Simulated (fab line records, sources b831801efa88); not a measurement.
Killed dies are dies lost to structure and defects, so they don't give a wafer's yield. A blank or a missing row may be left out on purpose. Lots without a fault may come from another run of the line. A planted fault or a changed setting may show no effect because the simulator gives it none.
Which tool did it? | flow gf180mcu | 15 lots, 45 wafers sampled, at 2 steps of a route of 602

WHAT THE GAUGES READ, wafer by wafer
The record holds no reading of a measuring or inspecting step that can be judged against a usual standard deviation.

WHICH TOOL RAN EACH LOT (tool, then ch and the chambers of the sampled wafers, then the start)
lot  | GF_MVPSD_COAT_02                  | GF_MVPSD_STRIP_10
L890 | litho_track-04 ch 0, day 4 17:13  | plasma_asher-04 ch 0,1, day 5 00:46
L891 | litho_track-04 ch 0, day 4 23:22  | plasma_asher-03 ch 0,1, day 5 06:39
L892 | litho_track-03 ch 0, day 5 05:14  | plasma_asher-04 ch 0,1, day 5 13:11
L893 | litho_track-02 ch 0, day 5 12:04  | plasma_asher-03 ch 0,1, day 5 19:21
L894 | litho_track-03 ch 0, day 5 16:25  | plasma_asher-02 ch 0,1, day 5 23:48
L895 | litho_track-03 ch 0, day 5 22:46  | plasma_asher-04 ch 0,1, day 6 06:27
L896 | litho_track-03 ch 0, day 6 06:25  | plasma_asher-02 ch 0,1, day 6 13:54
L899 | litho_track-03 ch 0, day 7 01:01  | plasma_asher-03 ch 0,1, day 7 09:21
L904 | litho_track-02 ch 0, day 8 08:16  | plasma_asher-04 ch 0,1, day 8 16:59
L907 | litho_track-02 ch 0, day 8 20:58  | plasma_asher-02 ch 0,1, day 9 05:56
L909 | litho_track-04 ch 0, day 9 10:08  | plasma_asher-03 ch 0,1, day 9 19:41
L910 | litho_track-02 ch 0, day 9 14:02  | plasma_asher-02 ch 0,1, day 9 23:45
L911 | litho_track-04 ch 0, day 9 22:28  | plasma_asher-04 ch 0,1, day 10 07:50
L912 | litho_track-04 ch 0, day 10 06:11 | plasma_asher-04 ch 0,1, day 10 15:58
L913 | litho_track-03 ch 0, day 10 09:13 | plasma_asher-04 ch 0,1, day 10 18:26
- GF_MVPSD_COAT_02: resist thk 3000 nm.
- GF_MVPSD_STRIP_10: strips in O2/N2.

WHAT THE TOOLS THEMSELVES READ (means of the sampled wafers that have a number; where no wafer has one, the mark that the record gives instead)
GF_MVPSD_COAT_02.
lot  | tool           | chill_plate_temp_C (C)
L890 | litho_track-04 | 22.88
L891 | litho_track-04 | 23.04
L892 | litho_track-03 | 22.97
L893 | litho_track-02 | 23.03
L894 | litho_track-03 | 23.11
L895 | litho_track-03 | 22.88
L896 | litho_track-03 | 23.11
L899 | litho_track-03 | 23.01
L904 | litho_track-02 | 23.04
L907 | litho_track-02 | 22.91
L909 | litho_track-04 | 23.00
L910 | litho_track-02 | 22.91
L911 | litho_track-04 | 23.12
L912 | litho_track-04 | 22.92
L913 | litho_track-03 | 22.76

GF_MVPSD_STRIP_10.
lot  | tool            | drypump_motor_current_A (A) | heater_power_w (W) | oes_product_au (a.u.) | strip_time_to_endpoint_s (s)
L890 | plasma_asher-04 | 5.6                         | 303                | 0.725                 | 36.91
L891 | plasma_asher-03 | 5.2                         | 333                | 0.722                 | 36.90
L892 | plasma_asher-04 | 5.6                         | 298                | 0.719                 | 36.89
L893 | plasma_asher-03 | 5.2                         | 329                | 0.722                 | 36.82
L894 | plasma_asher-02 | 5.9                         | 339                | 0.724                 | 36.94
L895 | plasma_asher-04 | 5.6                         | 304                | 0.719                 | 33.81
L896 | plasma_asher-02 | 6.0                         | 356                | 0.720                 | 33.75
L899 | plasma_asher-03 | 5.2                         | 322                | 0.718                 | 33.80
L904 | plasma_asher-04 | 5.4                         | 291                | 0.724                 | 36.89
L907 | plasma_asher-02 | 5.9                         | 340                | 0.723                 | 36.86
L909 | plasma_asher-03 | 5.1                         | 314                | 0.727                 | 36.96
L910 | plasma_asher-02 | 6.0                         | 347                | 0.722                 | 36.91
L911 | plasma_asher-04 | 5.6                         | 297                | 0.723                 | 36.95
L912 | plasma_asher-04 | 5.4                         | 287                | 0.720                 | 36.87
L913 | plasma_asher-04 | 5.4                         | 288                | 0.724                 | 36.90

THE ANSWER, worked out from the rows above alone
Rule: what is usual is taken from the lots themselves. Put in order of their means at a reading, lots are off if they are a third of the lots or fewer, leave a main group of 4 or more, and stand apart from it by a gap of 3 or more times the standard deviation of the main group's means; of several such gaps the widest counts. A main group whose means are all the same, to the digits that the tables above print for the reading, isn't used. A lot without any number at a reading at which 4 lots or more have one is off too. The other lots that the step has rows for count as sound. The gauges are gone through in route order, then the tools' own readings, and for those a lot's mean is taken as printed above. The first step at which some lot is off is used, and at that step the reading that is off furthest; a lot without a number counts as furthest.
Off: L895, L896, L899, at GF_MVPSD_STRIP_10 (strip_time_to_endpoint_s). The main group: mean 36.90 s, standard deviation 0.038.
A tool fits if, at that step or a process step before it, it ran every lot that is off, and no sound lot after the first of them. None of those tried fits.

WHAT THE SIMULATOR HAD PUT IN
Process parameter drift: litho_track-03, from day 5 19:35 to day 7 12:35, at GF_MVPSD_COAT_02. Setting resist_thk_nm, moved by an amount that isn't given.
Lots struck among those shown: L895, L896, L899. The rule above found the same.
